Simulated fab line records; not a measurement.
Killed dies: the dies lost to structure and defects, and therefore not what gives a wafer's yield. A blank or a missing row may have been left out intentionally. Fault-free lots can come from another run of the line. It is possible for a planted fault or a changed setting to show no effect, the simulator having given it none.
fab line records	flow gf180mcu	part 1 of 2: steps 1 to 31 of 43
record: lots: 5	wafers: 15	last-day: 34
route steps=602 shown VT_IMPLANT@90
lots untouched by any fault: they come from a run of this same line in which no faults occurred
start-h: hours from the record's opening day to when the first of the lot's shown wafers began	wait-h: hours from the lot's prior step to this one	" unchanged from the row above	L1.1+2: several wafers, shown together as one row	- no value present, or no start provided	* or withheld: withheld	< > ~ a bound
route shown NAME@n: names a module that has steps shown in the file, with the first one's number in the route	usual: mean/standard deviation of fault-free wafers	same: alike in all rows	chamber/n: place in a boat	sites: readings site by site	_std_site: the values' standard deviation	_edge_site: mean of outer sites minus mean of inner sites	radius-mm: for every site, how far away it sits from the centre of the wafer	mask NAME#n: copy n	behind: the tool/chamber that last shaped the wafer	hold: cause of the lot's hold/its duration in hours/its outcome	device: the n, p or np transistor that did not switch	end of line: at the end of the route, the tests of the same wafers	for a step that has no rows: nothing shown but its recipe	killed: dies that structure and defects cost at the first sort, which is not the same as the wafer's yield	map: dies across one wafer; x = killed, . = not, _ = none there
set.NAME: the setting the step ran with; set.NAME@STEP: the setting that earlier step ran with	model.NAME: the simulator's own value behind a step, which no gauge read
lots seen at some steps along the route; tables by step, rows by wafer
services: when a tool's chamber went out of use (start-h, in hours from the record's first day, below 0 if earlier), for how many hours, and the reason
== steps ==
step: GF_VT_IMPLANT_DEHYDRATE_00
recipe: temp-c: 200	time-s: 60
same: time-s: 60
lot.wafer	tool	chamber	start-h	wait-h
L076.1+2+3	litho-track-01	0	117.50	6.1
L083.2+4+5	litho-track-03	0	155.89	6.7
L086.2+4+5	litho-track-03	0	175.09	7.0
L089.1+2+5	litho-track-02	0	192.48	6.9
L097.2+5+6	litho-track-01	0	243.22	8.4
step: GF_VT_IMPLANT_HMDS_01
recipe: prime-time-s: 60	prime-temp-c: 120
lot.wafer	tool	chamber	start-h	wait-h
L076.1+2+3	litho-track-01	0	117.65	0.1
L083.2+4+5	litho-track-03	0	156.04	0.1
L086.2+4+5	litho-track-03	0	175.24	0.1
L089.1+2+5	litho-track-02	0	192.63	0.1
L097.2+5+6	litho-track-01	0	243.37	0.1
step: GF_VT_IMPLANT_COAT_02
recipe: resist: NOVOLAK	spin-rpm: 3000	resist-thk-nm: 1000
lot.wafer	tool	chamber	start-h	wait-h
L076.1+2+3	litho-track-01	0	117.80	0.1
L083.2+4+5	litho-track-03	0	156.19	0.1
L086.2+4+5	litho-track-03	0	175.39	0.1
L089.1+2+5	litho-track-02	0	192.78	0.1
L097.2+5+6	litho-track-01	0	243.52	0.1
step: GF_VT_IMPLANT_SOFTBAKE_03
recipe: temp-c: 90	time-s: 60	resist: NOVOLAK
same: time-s: 60
lot.wafer	tool	chamber	start-h	wait-h
L076.1+2+3	litho-track-01	0	117.95	0.1
L083.2+4+5	litho-track-03	0	156.34	0.1
L086.2+4+5	litho-track-03	0	175.54	0.1
L089.1+2+5	litho-track-02	0	192.93	0.1
L097.2+5+6	litho-track-01	0	243.67	0.1
step: GF_VT_IMPLANT_EXPOSE_04
recipe: mask-id: LVPWELL_LV_AREA	target-cd-nm: 600	na: 0.6	source-shape: conventional	sigma-outer: 0.6	dose-mj: 140
usual: exposure-dose-mJ-cm2: 140.01/0.15
lot.wafer	tool	chamber	start-h	wait-h	mask	exposure-dose-mJ-cm2
L076.1	iline-stepper-01	0	-	-	LVPWELL_LV_AREA#0	139.79
L076.2	"	0	"	"	LVPWELL_LV_AREA#0	139.69
L076.3	"	0	"	"	LVPWELL_LV_AREA#0	139.73
L083.2	iline-stepper-02	0	-	-	LVPWELL_LV_AREA#0	140.24
L083.4	"	0	"	"	LVPWELL_LV_AREA#0	140.27
L083.5	"	0	"	"	LVPWELL_LV_AREA#0	139.96
L086.2	iline-stepper-01	0	-	-	LVPWELL_LV_AREA#0	139.92
L086.4	"	0	"	"	LVPWELL_LV_AREA#0	139.95
L086.5	"	0	"	"	LVPWELL_LV_AREA#0	139.86
L089.1	iline-stepper-01	0	-	-	LVPWELL_LV_AREA#0	140.25
L089.2	"	0	"	"	LVPWELL_LV_AREA#0	140.12
L089.5	"	0	"	"	LVPWELL_LV_AREA#0	140.30
L097.2	iline-stepper-02	0	-	-	LVPWELL_LV_AREA#0	140.23
L097.5	"	0	"	"	LVPWELL_LV_AREA#0	140.08
L097.6	"	0	"	"	LVPWELL_LV_AREA#0	139.88
step: GF_VT_IMPLANT_PEB_05
recipe: temp-c: withheld	time-s: *	resist: NOVOLAK
same: time-s: *
lot.wafer	tool	chamber	start-h	wait-h
L076.1+2+3	litho-track-01	0	-	-
L083.2+4+5	litho-track-02	0	-	-
L086.2+4+5	litho-track-02	0	-	-
L089.1+2+5	litho-track-01	0	-	-
L097.2+5+6	litho-track-03	0	-	-
step: GF_VT_IMPLANT_DEVELOP_06
recipe: develop-time-s: 60	dev-temp-c: 23
lot.wafer	tool	chamber	start-h	wait-h
L076.1+2+3	litho-track-01	0	125.40	0.1
L083.2+4+5	litho-track-02	0	164.06	0.1
L086.2+4+5	litho-track-02	0	183.76	0.1
L089.1+2+5	litho-track-01	0	201.14	0.1
L097.2+5+6	litho-track-03	0	253.04	0.1
step: GF_VT_IMPLANT_OVL_MEAS_07
usual: VT_IMPLANT_OVL: 0.9/1.3
lot.wafer	tool	chamber	start-h	wait-h	VT_IMPLANT_OVL[nm]
L076.1	overlay-02	-	125.55	0.1	0.6
L076.2	"	-	"	"	1.9
L076.3	"	-	"	"	1.8
L083.2	overlay-01	-	164.19	0.1	1.6
L083.4	"	-	"	"	1.5
L083.5	"	-	"	"	1.5
L086.2	overlay-01	-	183.89	0.1	3.0
L086.4	"	-	"	"	3.6
L086.5	"	-	"	"	3.7
L089.1	overlay-01	-	201.29	0.1	1.0
L089.2	"	-	"	"	2.1
L089.5	"	-	"	"	1.4
L097.2	overlay-01	-	253.17	0.1	0.8
L097.5	"	-	"	"	0.1
L097.6	"	-	"	"	-0.2
step: GF_VT_IMPLANT_IMPLANT_08
recipe: species: BF2	energy-kev: 20	dose-cm2: 8.29e+12	tilt-deg: 7
usual: beam-on-s: 10.00/0.2
lot.wafer	tool	chamber	start-h	wait-h	beam-on-s
L076.1	implanter-02	0	125.58	0.0	9.80
L076.2	"	0	"	"	9.68
L076.3	"	0	"	"	10.32
L083.2	implanter-01	0	164.24	0.0	10.01
L083.4	"	0	"	"	10.04
L083.5	"	0	"	"	9.96
L086.2	implanter-01	0	183.94	0.0	10.05
L086.4	"	0	"	"	9.93
L086.5	"	0	"	"	9.53
L089.1	implanter-01	0	201.33	0.0	9.76
L089.2	"	0	"	"	9.77
L089.5	"	0	"	"	9.90
L097.2	implanter-04	0	253.22	0.0	10.30
L097.5	"	0	"	"	10.39
L097.6	"	0	"	"	9.93
step: GF_VT_IMPLANT_STRIP_09
recipe: chemistry: O2/N2	power-w: 1400	pressure-mtorr: 1500	platen-temp-c: 250	o2-flow-sccm: 3000	n2-flow-sccm: 300	overash-fraction: 0.5
usual: drypump-motor-current-A: 5.6/0.34	heater-power-w: 311/38	oes-product-au: 0.716/0.0048	strip-time-to-endpoint-s: 12.63/0.037
lot.wafer	tool	chamber	start-h	wait-h	drypump-motor-current-A	heater-power-w	oes-product-au	rf-hours-counter-h	strip-time-to-endpoint-s
L076.1	plasma-asher-01	1	125.73	0.1	6.2	290	0.719	53	12.63
L076.2	"	0	"	"	5.8	392	0.719	53	12.66
L076.3	"	0	"	"	5.7	393	0.722	-	12.62
L083.2	plasma-asher-03	1	164.37	0.1	5.9	288	0.710	45	12.62
L083.4	"	0	"	"	5.2	300	0.715	-	12.64
L083.5	"	0	"	"	5.2	305	0.710	-	12.64
L086.2	plasma-asher-01	0	184.07	0.1	5.7	385	0.712	59	12.69
L086.4	"	1	"	"	6.2	285	0.715	-	12.65
L086.5	"	1	"	"	6.2	287	0.710	-	12.67
L089.1	plasma-asher-01	0	201.48	0.1	5.8	386	0.722	61	12.59
L089.2	"	1	"	"	6.2	282	0.715	61	12.57
L089.5	"	1	"	"	6.2	289	0.713	-	12.61
L097.2	plasma-asher-03	1	253.35	0.1	5.8	276	0.723	54	12.66
L097.5	"	1	"	"	5.8	287	0.712	-	12.66
L097.6	"	0	"	"	5.3	305	0.714	-	12.68
step: GF_VT_IMPLANT_TW_MEAS_10
usual: VT_IMPLANT_TW: 561/7
lot.wafer	tool	chamber	start-h	wait-h	VT_IMPLANT_TW
L076.1	film-metro-01	-	125.83	0.1	568
L076.2	"	-	"	"	571
L076.3	"	-	"	"	567
L083.2	film-metro-01	-	164.48	0.1	563
L083.4	"	-	"	"	562
L083.5	"	-	"	"	564
L086.2	film-metro-03	-	184.18	0.1	553
L086.4	"	-	"	"	554
L086.5	"	-	"	"	553
L089.1	film-metro-01	-	201.58	0.1	574
L089.2	"	-	"	"	572
L089.5	"	-	"	"	574
L097.2	film-metro-03	-	253.46	0.1	551
L097.5	"	-	"	"	552
L097.6	"	-	"	"	555
step: GF_VT_IMPLANT_DEHYDRATE_11
recipe: temp-c: 200	time-s: 60
same: time-s: 60
lot.wafer	tool	chamber	start-h	wait-h
L076.1+2+3	litho-track-03	0	132.46	6.6
L083.2+4+5	litho-track-03	0	171.39	6.9
L086.2+4+5	litho-track-03	0	191.49	7.3
L089.1+2+5	litho-track-01	0	209.64	8.1
L097.2+5+6	litho-track-03	0	262.69	9.2
step: GF_VT_IMPLANT_HMDS_12
recipe: prime-time-s: 60	prime-temp-c: 120
lot.wafer	tool	chamber	start-h	wait-h
L076.1+2+3	litho-track-03	0	132.61	0.1
L083.2+4+5	litho-track-03	0	171.54	0.1
L086.2+4+5	litho-track-03	0	191.64	0.1
L089.1+2+5	litho-track-01	0	209.79	0.1
L097.2+5+6	litho-track-03	0	262.84	0.1
step: GF_VT_IMPLANT_COAT_13
recipe: resist: NOVOLAK	spin-rpm: 3000	resist-thk-nm: 1000
lot.wafer	tool	chamber	start-h	wait-h
L076.1+2+3	litho-track-03	0	132.76	0.1
L083.2+4+5	litho-track-03	0	171.69	0.1
L086.2+4+5	litho-track-03	0	191.79	0.1
L089.1+2+5	litho-track-01	0	209.94	0.1
L097.2+5+6	litho-track-03	0	262.99	0.1
step: GF_VT_IMPLANT_SOFTBAKE_14
recipe: temp-c: 90	time-s: 60	resist: NOVOLAK
same: time-s: 60
lot.wafer	tool	chamber	start-h	wait-h
L076.1+2+3	litho-track-03	0	132.91	0.1
L083.2+4+5	litho-track-03	0	171.84	0.1
L086.2+4+5	litho-track-03	0	191.94	0.1
L089.1+2+5	litho-track-01	0	210.09	0.1
L097.2+5+6	litho-track-03	0	263.14	0.1
step: GF_VT_IMPLANT_EXPOSE_15
recipe: mask-id: Nwell_LV_AREA	target-cd-nm: 860	na: 0.6	source-shape: conventional	sigma-outer: 0.6	dose-mj: 140
usual: exposure-dose-mJ-cm2: 140.00/0.16
lot.wafer	tool	chamber	start-h	wait-h	mask	exposure-dose-mJ-cm2
L076.1	iline-stepper-02	0	-	-	Nwell_LV_AREA#0	140.06
L076.2	"	0	"	"	Nwell_LV_AREA#0	140.07
L076.3	"	0	"	"	Nwell_LV_AREA#0	139.98
L083.2	iline-stepper-02	0	-	-	Nwell_LV_AREA#0	140.04
L083.4	"	0	"	"	Nwell_LV_AREA#0	139.96
L083.5	"	0	"	"	Nwell_LV_AREA#0	139.96
L086.2	iline-stepper-01	0	-	-	Nwell_LV_AREA#0	140.10
L086.4	"	0	"	"	Nwell_LV_AREA#0	139.98
L086.5	"	0	"	"	Nwell_LV_AREA#0	140.19
L089.1	iline-stepper-02	0	-	-	Nwell_LV_AREA#0	139.71
L089.2	"	0	"	"	Nwell_LV_AREA#0	139.79
L089.5	"	0	"	"	Nwell_LV_AREA#0	139.93
L097.2	iline-stepper-02	0	-	-	Nwell_LV_AREA#0	140.21
L097.5	"	0	"	"	Nwell_LV_AREA#0	140.04
L097.6	"	0	"	"	Nwell_LV_AREA#0	140.31
step: GF_VT_IMPLANT_PEB_16
recipe: temp-c: withheld	time-s: *	resist: NOVOLAK
same: time-s: *
lot.wafer	tool	chamber	start-h	wait-h
L076.1+2+3	litho-track-01	0	-	-
L083.2+4+5	litho-track-01	0	-	-
L086.2+4+5	litho-track-01	0	-	-
L089.1+2+5	litho-track-02	0	-	-
L097.2+5+6	litho-track-03	0	-	-
step: GF_VT_IMPLANT_DEVELOP_17
recipe: develop-time-s: 60	dev-temp-c: 23
lot.wafer	tool	chamber	start-h	wait-h
L076.1+2+3	litho-track-01	0	140.70	0.1
L083.2+4+5	litho-track-01	0	180.37	0.1
L086.2+4+5	litho-track-01	0	200.22	0.1
L089.1+2+5	litho-track-02	0	218.48	0.1
L097.2+5+6	litho-track-03	0	273.09	0.1
step: GF_VT_IMPLANT_OVL_MEAS_18
usual: VT_IMPLANT_01_OVL: 0.0/1.7
lot.wafer	tool	chamber	start-h	wait-h	VT_IMPLANT_01_OVL[nm]
L076.1	overlay-01	-	140.85	0.1	2.6
L076.2	"	-	"	"	1.5
L076.3	"	-	"	"	1.4
L083.2	overlay-01	-	180.50	0.1	1.1
L083.4	"	-	"	"	2.4
L083.5	"	-	"	"	1.0
L086.2	overlay-02	-	200.35	0.1	-5.2
L086.4	"	-	"	"	-4.9
L086.5	"	-	"	"	-4.2
L089.1	overlay-01	-	218.63	0.1	1.6
L089.2	"	-	"	"	2.0
L089.5	"	-	"	"	-0.5
L097.2	overlay-01	-	273.22	0.1	1.9
L097.5	"	-	"	"	2.6
L097.6	"	-	"	"	1.0
step: GF_VT_IMPLANT_IMPLANT_19
recipe: species: As	energy-kev: 97.53	dose-cm2: 4.35e+12	tilt-deg: 7
usual: beam-on-s: 10.00/0.2
lot.wafer	tool	chamber	start-h	wait-h	beam-on-s
L076.1	implanter-02	0	140.88	0.0	9.75
L076.2	"	0	"	"	10.19
L076.3	"	0	"	"	10.14
L083.2	implanter-01	0	180.56	0.0	10.16
L083.4	"	0	"	"	10.05
L083.5	"	0	"	"	10.10
L086.2	implanter-01	0	200.41	0.0	9.90
L086.4	"	0	"	"	10.14
L086.5	"	0	"	"	10.04
L089.1	implanter-01	0	218.67	0.0	10.01
L089.2	"	0	"	"	9.71
L089.5	"	0	"	"	9.98
L097.2	implanter-01	0	273.27	0.0	9.81
L097.5	"	0	"	"	10.17
L097.6	"	0	"	"	9.88
step: GF_VT_IMPLANT_STRIP_20
recipe: chemistry: O2/N2	power-w: 1400	pressure-mtorr: 1500	platen-temp-c: 250	o2-flow-sccm: 3000	n2-flow-sccm: 300	overash-fraction: 0.5
usual: drypump-motor-current-A: 5.7/0.35	heater-power-w: 313/38	oes-product-au: 0.716/0.0047	strip-time-to-endpoint-s: 12.62/0.036
lot.wafer	tool	chamber	start-h	wait-h	drypump-motor-current-A	heater-power-w	oes-product-au	rf-hours-counter-h	strip-time-to-endpoint-s
L076.1	plasma-asher-01	1	141.03	0.1	6.2	289	0.720	55	12.67
L076.2	"	0	"	"	5.7	380	0.716	55	12.66
L076.3	"	0	"	"	5.7	385	0.718	-	12.67
L083.2	plasma-asher-04	1	180.68	0.1	5.3	300	0.719	6	12.65
L083.4	"	1	"	"	5.3	308	0.721	-	12.64
L083.5	"	0	"	"	5.5	280	0.724	-	12.63
L086.2	plasma-asher-04	1	200.53	0.1	5.3	305	0.711	8	12.62
L086.4	"	0	"	"	5.5	292	0.716	-	12.61
L086.5	"	0	"	"	5.5	285	0.712	-	12.68
L089.1	plasma-asher-04	0	218.82	0.1	5.5	284	0.718	10	12.61
L089.2	"	1	"	"	5.3	304	0.715	10	12.64
L089.5	"	1	"	"	5.3	306	0.718	-	12.63
L097.2	plasma-asher-04	0	273.40	0.1	5.5	291	0.713	16	12.60
L097.5	"	0	"	"	5.5	285	0.718	-	12.60
L097.6	"	1	"	"	5.3	310	0.713	-	12.64
step: GF_VT_IMPLANT_TW_MEAS_21
usual: VT_IMPLANT_2_TW: 1199/12
lot.wafer	tool	chamber	start-h	wait-h	VT_IMPLANT_2_TW
L076.1	film-metro-01	-	141.13	0.1	1212
L076.2	"	-	"	"	1213
L076.3	"	-	"	"	1216
L083.2	film-metro-01	-	180.79	0.1	1215
L083.4	"	-	"	"	1221
L083.5	"	-	"	"	1214
L086.2	film-metro-03	-	200.64	0.1	1183
L086.4	"	-	"	"	1179
L086.5	"	-	"	"	1185
L089.1	film-metro-03	-	218.92	0.1	1190
L089.2	"	-	"	"	1179
L089.5	"	-	"	"	1187
L097.2	film-metro-01	-	273.51	0.1	1200
L097.5	"	-	"	"	1206
L097.6	"	-	"	"	1208
step: GF_VT_IMPLANT_DEHYDRATE_22
recipe: temp-c: 200	time-s: 60
same: time-s: 60
lot.wafer	tool	chamber	start-h	wait-h
L076.1+2+3	litho-track-03	0	148.46	7.3
L083.2+4+5	litho-track-01	0	188.07	7.3
L086.2+4+5	litho-track-01	0	208.72	8.1
L089.1+2+5	litho-track-01	0	226.54	7.6
L097.2+5+6	litho-track-01	0	282.32	8.8
step: GF_VT_IMPLANT_HMDS_23
recipe: prime-time-s: 60	prime-temp-c: 120
lot.wafer	tool	chamber	start-h	wait-h
L076.1+2+3	litho-track-03	0	148.61	0.1
L083.2+4+5	litho-track-01	0	188.22	0.1
L086.2+4+5	litho-track-01	0	208.87	0.1
L089.1+2+5	litho-track-01	0	226.69	0.1
L097.2+5+6	litho-track-01	0	282.47	0.1
step: GF_VT_IMPLANT_COAT_24
recipe: resist: NOVOLAK	spin-rpm: 3000	resist-thk-nm: 1000
lot.wafer	tool	chamber	start-h	wait-h
L076.1+2+3	litho-track-03	0	148.76	0.1
L083.2+4+5	litho-track-01	0	188.37	0.1
L086.2+4+5	litho-track-01	0	209.02	0.1
L089.1+2+5	litho-track-01	0	226.84	0.1
L097.2+5+6	litho-track-01	0	282.62	0.1
step: GF_VT_IMPLANT_SOFTBAKE_25
recipe: temp-c: 90	time-s: 60	resist: NOVOLAK
same: time-s: 60
lot.wafer	tool	chamber	start-h	wait-h
L076.1+2+3	litho-track-03	0	148.91	0.1
L083.2+4+5	litho-track-01	0	188.52	0.1
L086.2+4+5	litho-track-01	0	209.17	0.1
L089.1+2+5	litho-track-01	0	226.99	0.1
L097.2+5+6	litho-track-01	0	282.77	0.1
step: GF_VT_IMPLANT_EXPOSE_26
recipe: mask-id: LVPWELL_HV_AREA	target-cd-nm: 860	na: 0.6	source-shape: conventional	sigma-outer: 0.6	dose-mj: 140
usual: exposure-dose-mJ-cm2: 139.97/0.13
lot.wafer	tool	chamber	start-h	wait-h	mask	exposure-dose-mJ-cm2
L076.1	iline-stepper-01	0	-	-	LVPWELL_HV_AREA#0	139.96
L076.2	"	0	"	"	LVPWELL_HV_AREA#0	139.85
L076.3	"	0	"	"	LVPWELL_HV_AREA#0	139.99
L083.2	iline-stepper-01	0	-	-	LVPWELL_HV_AREA#0	140.04
L083.4	"	0	"	"	LVPWELL_HV_AREA#0	140.00
L083.5	"	0	"	"	LVPWELL_HV_AREA#0	140.22
L086.2	iline-stepper-02	0	-	-	LVPWELL_HV_AREA#0	140.06
L086.4	"	0	"	"	LVPWELL_HV_AREA#0	139.89
L086.5	"	0	"	"	LVPWELL_HV_AREA#0	140.04
L089.1	iline-stepper-01	0	-	-	LVPWELL_HV_AREA#0	140.00
L089.2	"	0	"	"	LVPWELL_HV_AREA#0	140.00
L089.5	"	0	"	"	LVPWELL_HV_AREA#0	140.11
L097.2	iline-stepper-01	0	-	-	LVPWELL_HV_AREA#0	139.92
L097.5	"	0	"	"	LVPWELL_HV_AREA#0	139.79
L097.6	"	0	"	"	LVPWELL_HV_AREA#0	139.81
step: GF_VT_IMPLANT_PEB_27
recipe: temp-c: withheld	time-s: *	resist: NOVOLAK
same: time-s: *
lot.wafer	tool	chamber	start-h	wait-h
L076.1+2+3	litho-track-02	0	-	-
L083.2+4+5	litho-track-03	0	-	-
L086.2+4+5	litho-track-02	0	-	-
L089.1+2+5	litho-track-03	0	-	-
L097.2+5+6	litho-track-03	0	-	-
step: GF_VT_IMPLANT_DEVELOP_28
recipe: develop-time-s: 60	dev-temp-c: 23
lot.wafer	tool	chamber	start-h	wait-h
L076.1+2+3	litho-track-02	0	156.33	0.1
L083.2+4+5	litho-track-03	0	196.74	0.1
L086.2+4+5	litho-track-02	0	217.86	0.1
L089.1+2+5	litho-track-03	0	235.81	0.1
L097.2+5+6	litho-track-03	0	292.94	0.1
step: GF_VT_IMPLANT_OVL_MEAS_29
usual: VT_IMPLANT_02_OVL: 0.4/1.8
lot.wafer	tool	chamber	start-h	wait-h	VT_IMPLANT_02_OVL[nm]
L076.1	overlay-02	-	156.48	0.1	0.5
L076.2	"	-	"	"	2.2
L076.3	"	-	"	"	2.0
L083.2	overlay-01	-	196.87	0.1	2.6
L083.4	"	-	"	"	1.6
L083.5	"	-	"	"	3.1
L086.2	overlay-01	-	217.99	0.1	-3.3
L086.4	"	-	"	"	-1.3
L086.5	"	-	"	"	-2.2
L089.1	overlay-02	-	235.96	0.1	-0.7
L089.2	"	-	"	"	1.6
L089.5	"	-	"	"	0.4
L097.2	overlay-02	-	293.07	0.1	0.1
L097.5	"	-	"	"	0.7
L097.6	"	-	"	"	0.3
step: GF_VT_IMPLANT_IMPLANT_30
recipe: species: B	energy-kev: 25	dose-cm2: 2.534e+12	tilt-deg: 7
usual: beam-on-s: 10.00/0.19
lot.wafer	tool	chamber	start-h	wait-h	beam-on-s
L076.1	implanter-04	0	156.52	0.0	9.96
L076.2	"	0	"	"	9.95
L076.3	"	0	"	"	10.08
L083.2	implanter-02	0	196.92	0.0	9.91
L083.4	"	0	"	"	9.79
L083.5	"	0	"	"	9.84
L086.2	implanter-02	0	218.04	0.0	10.04
L086.4	"	0	"	"	10.03
L086.5	"	0	"	"	10.06
L089.1	implanter-02	0	236.00	0.0	9.72
L089.2	"	0	"	"	10.00
L089.5	"	0	"	"	10.09
L097.2	implanter-02	0	293.12	0.0	10.30
L097.5	"	0	"	"	10.54
L097.6	"	0	"	"	10.02
